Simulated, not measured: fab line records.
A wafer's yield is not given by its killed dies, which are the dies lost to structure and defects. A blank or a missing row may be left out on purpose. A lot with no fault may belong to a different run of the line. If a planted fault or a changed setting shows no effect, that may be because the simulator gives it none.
A lot that was struck, set against a sound lot | flow sfq line | 14 out of 325 route steps
Sound: these wafers, L838.1, L838.2, L838.6. The struck wafers were L829.1, L829.2, L829.6. The cause is named last.
Each step with rows lists, per side, the tool, then ch with its chambers, then its first start. Under that, the readings that differ: sound wafers | struck wafers | difference of the means | sigmas: that difference in standard deviations of wafers without a fault.
alike: readings whose means differ by less than 2 such deviations, and words and numbers that are the same on both sides. not compared: withheld readings, readings that some wafer has no value for, bounds like >300 that may hide the same value, and numbers for which the record gives no deviation and whose values overlap.
A row with sigmas, a row that says differs or no value, or rows on one side alone: a step with any of these is where the two part. Non-overlapping numbers with no deviation appear without sigmas and do not part them. A reading missing from all wafers of one side parts the sides only when that side holds two or more wafers.

first, 3 steps without rows for these wafers: SFQ_TRILAYER_R5_LITHO_EXPOSE_137 (exposes mask R5, target cd 500 nm); SFQ_TRILAYER_R5_LITHO_PEB_139 (peb time 60 s); SFQ_TRILAYER_R5_LITHO_DEVELOP_138 (time 60 s).
SFQ_R5_OVL_MEAS_935:
  sound on overlay-02 at day 81 06:43; struck on overlay-02 at day 78 11:31
  alike: R5_OVL
SFQ_TRILAYER_R5_BARC_OPEN_METAL_ETCH_177: etches BARC in O2, target depth 125 nm, time 41.7 s.
  sound on rie metal-02 ch 0,1, day 81 06:45; struck on rie metal-03 ch 0,1, day 78 11:33
  alike: drypump motor current A, he backside leak sccm, oes product au, rf fwd power W
  not compared: rf hours counter h
SFQ_TRILAYER_R5_ETCH_METAL_ETCH_139: etches the open film in Cl2, stops on SiO2, target depth 60 nm, time 40 s.
  sound on rie metal-02 ch 0,1, day 81 06:49; struck on rie metal-03 ch 0,1, day 78 11:37
  alike: drypump motor current A, he backside leak sccm, oes product au, rf fwd power W
  not compared: rf hours counter h
SFQ_TRILAYER_R5_STRIP_STRIP_140: strips in O2.
  sound on rie metal-02 ch 0,1, day 81 06:52; struck on rie metal-03 ch 0,1, day 78 11:40
  alike: drypump motor current A, he backside leak sccm, oes product au
  not compared: rf hours counter h
then, 1 step without rows for these wafers: SFQ_TRILAYER_R5_STRIP_SOLV_CLEAN_141 (cleans in NMP, time 600 s).
SFQ_TRILAYER_A5C_DEP_PECVD_142: deposits SiO2 from SiH4/N2O, time 15.556 s, target thk 70 nm.
  sound on pecvd-04 ch 0,1,2, day 81 07:39; struck on pecvd-04 ch 0,1, day 78 12:27
  alike: heater power w, rf fwd power W, throttle valve pct
then, 3 steps without rows for these wafers: SFQ_TRILAYER_I5_LITHO_COAT_149 (resist thk 62.43 nm); SFQ_TRILAYER_I5_LITHO_COAT_144 (resist thk 650 nm); SFQ_TRILAYER_I5_LITHO_SOFTBAKE_148.
SFQ_TRILAYER_I5_LITHO_EXPOSE_145: exposes mask I5, target cd 700 nm.
  struck on krf scanner-02, day 78 14:25; sound on krf scanner-02 ch 0, day 81 12:01
  no value came back on the struck wafers for exposure dose mJ cm2, focus offset nm (nm), sigma outer; on the sound wafers exposure dose mJ cm2 reads 21.266 21.274 21.290
  alike: mask
then, 1 step without rows for these wafers: SFQ_TRILAYER_I5_LITHO_PEB_147 (peb time 60 s).

== WHERE THEY PART ==
Only at SFQ_TRILAYER_I5_LITHO_EXPOSE_145, within this record.

WHY: whatever the simulator had introduced
Whole step skipped at SFQ_TRILAYER_I5_LITHO_EXPOSE_145 on krf scanner-02, starting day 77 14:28. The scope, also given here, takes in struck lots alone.
